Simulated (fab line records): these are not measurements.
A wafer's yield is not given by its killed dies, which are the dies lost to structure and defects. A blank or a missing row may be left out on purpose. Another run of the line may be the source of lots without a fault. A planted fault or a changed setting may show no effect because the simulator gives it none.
One fault through the eyes of 2 desks    flow sky130    only its own numbers are on each desk; what lay behind them is given at the end

## METROLOGY DESK
What the gauges read, lot by lot, whatever tool the lot ran on: means of the sampled wafers that have a number. Marked OUT: a lot whose mean sits more than 4 standard deviations from the usual mean, which makes it out of limits; the brackets give that distance.
Columns: A = VIA1_W_RS at SKY_VIA1_RS_MEAS_22, usual 0.435 ohm/sq; B = METAL2_ALCU_RS at SKY_METAL2_RS_MEAS_05, usual 0.1266 ohm/sq
lot   first seen here  A      B
L607  day 34 20:55     0.430  0.1267
L608  day 35 07:24     0.438  0.1281
L609  day 35 10:52     0.441  0.1266
L610  day 36 00:13     0.435  0.1259
L611  day 36 08:26     0.441  0.1270
L612  day 36 09:24     0.437  0.1256
L613  day 36 15:57     0.437  0.1276
L614  day 37 07:39     0.439  0.1266
L616  day 37 22:02     0.439  0.1280
L617  day 38 03:07     0.437  0.1267
L619  day 38 14:10     0.433  0.1269
L629  day 41 10:41     0.439  0.1267
This desk's finding: nothing out of limits on any of the 12 lots.

## DESK OF THE TOOL OWNER: rie diel-01
The tool's own readings at SKY_VIA2_ETCH_15 (etches SiO2 in C4F8/O2/Ar, stops on TiN, target depth 546 nm, time 84 s): means of the sampled wafers that have a number, for each lot that ran on this tool. Marked OUT: a lot whose mean sits more than 4 standard deviations from the usual mean, which makes it out of limits; the brackets give that distance.
Columns: A = bias w at SKY_VIA2_ETCH_15, usual 1201 W; B = oes product au at SKY_VIA2_ETCH_15, usual 0.939 a.u.
lot   first seen here  A                B
L608  day 37 15:46     1200             0.941
L611  day 38 15:04     1202             0.942
L613  day 38 22:36     1200             0.937
L614  day 39 13:48     1195             0.938
L617  day 40 09:24     1197             0.938
L629  day 43 12:18     1222 (+6.4) OUT  0.940
This desk's finding: out of limits on L629; first on L629, day 43 12:18 (bias w at SKY_VIA2_ETCH_15). L608, L611, L613, L614, L617 stayed within limits.

## PUT TOGETHER
An alarm could have come from the tool owner's desk at day 43 12:18, on L629.
Nothing out of limits was seen by the metrology desk.
The metrology desk has L629 on record, within its limits.
Every lot named ran SKY_VIA2_ETCH_15 on rie diel-01.

## WHAT THE SIMULATOR HAD PUT IN
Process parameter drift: rie diel-01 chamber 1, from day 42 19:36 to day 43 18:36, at SKY_VIA2_ETCH_15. Setting bias w, moved by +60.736, from 1200. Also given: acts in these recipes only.
Struck lots among those shown: L629.
How many hours passed from the start of the fault until each desk's first out-of-limits reading: the tool owner's desk, 17.
